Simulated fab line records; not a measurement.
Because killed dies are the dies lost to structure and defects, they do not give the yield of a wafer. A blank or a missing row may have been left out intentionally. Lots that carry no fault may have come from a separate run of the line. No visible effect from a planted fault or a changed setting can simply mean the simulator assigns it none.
Struck lot and sound lot, side by side || flow sky130 || 15 steps out of a route of 708
Sound: the wafers L442.1, L442.2, L442.4. Wafers L452.1, L452.2, L452.4 were the ones struck. The cause is named last.
Per side, at each step with rows, come the tool, then ch with its chambers, and then its first start. Under that, the readings that differ: sound wafers || struck wafers || difference of the means || sigmas: that difference in standard deviations of wafers without a fault.
alike: same words and numbers on both sides, and readings whose means sit less than 2 such deviations apart. not compared: any withheld reading, any reading some wafer has no value for, any bound like >300 that may hide the same value, and any number with overlapping values for which the record gives no deviation.
The two part at a step that has a row with sigmas, a row that says differs or no value, or rows on one side only. Non-overlapping numbers with no deviation appear without sigmas and do not part them. Lack of a reading on every wafer of one side parts them only where that side has two or more wafers.

SKY_METAL1_SPUTTER_02: material AlCu, target thk 250 nm, time 13.3 s.
  sound on pvdSputter-02, day 32 23:43; struck on pvdSputter-01, day 37 02:23
  alike: throttleValvePct
SKY_METAL1_SPUTTER_03: material Ti, target thk 5 nm, time 3.3 s.
  sound on pvdSputter-02, day 32 23:44; struck on pvdSputter-01, day 37 02:25
  alike: throttleValvePct
SKY_METAL1_SPUTTER_04: material TiN, target thk 70 nm, time 58.3 s.
  sound on pvdSputter-02, day 32 23:46; struck on pvdSputter-01, day 37 02:26
  alike: throttleValvePct
SKY_METAL1_RS_MEAS_05: the measuring method here is four-point-probe.
  sound on filmMetro-03, day 32 23:49; struck on filmMetro-02, day 37 02:29
  alike: METAL1_ALCU_RS
SKY_METAL1_THK_MEAS_06: measures by xrf.
  sound on filmMetro-03, day 32 23:56; struck on filmMetro-02, day 37 02:36
  alike: METAL1_ALCU_THK
then, 7 steps without rows for these wafers: SKY_METAL1_DEHYDRATE_07 (time 60 s); SKY_METAL1_HMDS_08 (prime time 60 s); SKY_METAL1_COAT_09 (resist thk 60 nm); SKY_METAL1_COAT_10 (resist thk 450 nm); SKY_METAL1_SOFTBAKE_11 (time 90 s); SKY_METAL1_EXPOSE_12 (exposes mask MM1, target cd 140 nm); SKY_METAL1_PEB_13.
SKY_METAL1_DEVELOP_14: develop time 60 s.
  sound on lithoTrack-03 ch 0, day 34 02:00; struck on lithoTrack-01 ch 0, day 38 03:00
{"reading": "developerTempC (C)", "sound": "20.80 20.91 20.69", "struck": "21.78 21.58 21.73", "difference": "+0.90", "sigmas": "+9"}
SKY_METAL1_CD_MEAS_15 targets a cd of 140 nm.
  sound on cdSem-01, day 34 02:14; struck on cdSem-02, day 38 04:07
{"reading": "cdNm (nm)", "sound": "137.1 136.3 137.6", "struck": "141.9 140.8 140.8", "difference": "+4.2", "sigmas": "+3"}
-- the record jumps here: 12 days lie between the struck wafers' starts before and after (it left off in module METAL1 and takes up again in module PAD_OPEN, whose first step shown is number 708 of the route) --
SKY_PAD_OPEN_PROBE_99:
  sound on prober-01, day 46 19:04; struck on prober-01, day 49 22:10
{"reading": "sort_bin_6_memory (%)", "sound": "8.3 6.9 7.5", "struck": "5.3 4.9 4.9", "difference": -2.5, "sigmas": -2}
  alike: defectLimitedYield, killed_at_M0_to_M3, killed_at_M4_up, killedAtContacts, killedAtFrontEnd, killedAtOther, killedDies, killedOpen, killedShort, sort_bin_3_pad_short, sort_bin_5_function, sortNPass, sortYieldPct

## WHERE THEY PART
First at SKY_METAL1_DEVELOP_14; last, within this record, at SKY_PAD_OPEN_PROBE_99.

WHY: the cause the simulator had injected
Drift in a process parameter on lithoTrack-01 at SKY_METAL1_DEVELOP_14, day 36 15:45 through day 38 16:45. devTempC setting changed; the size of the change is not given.
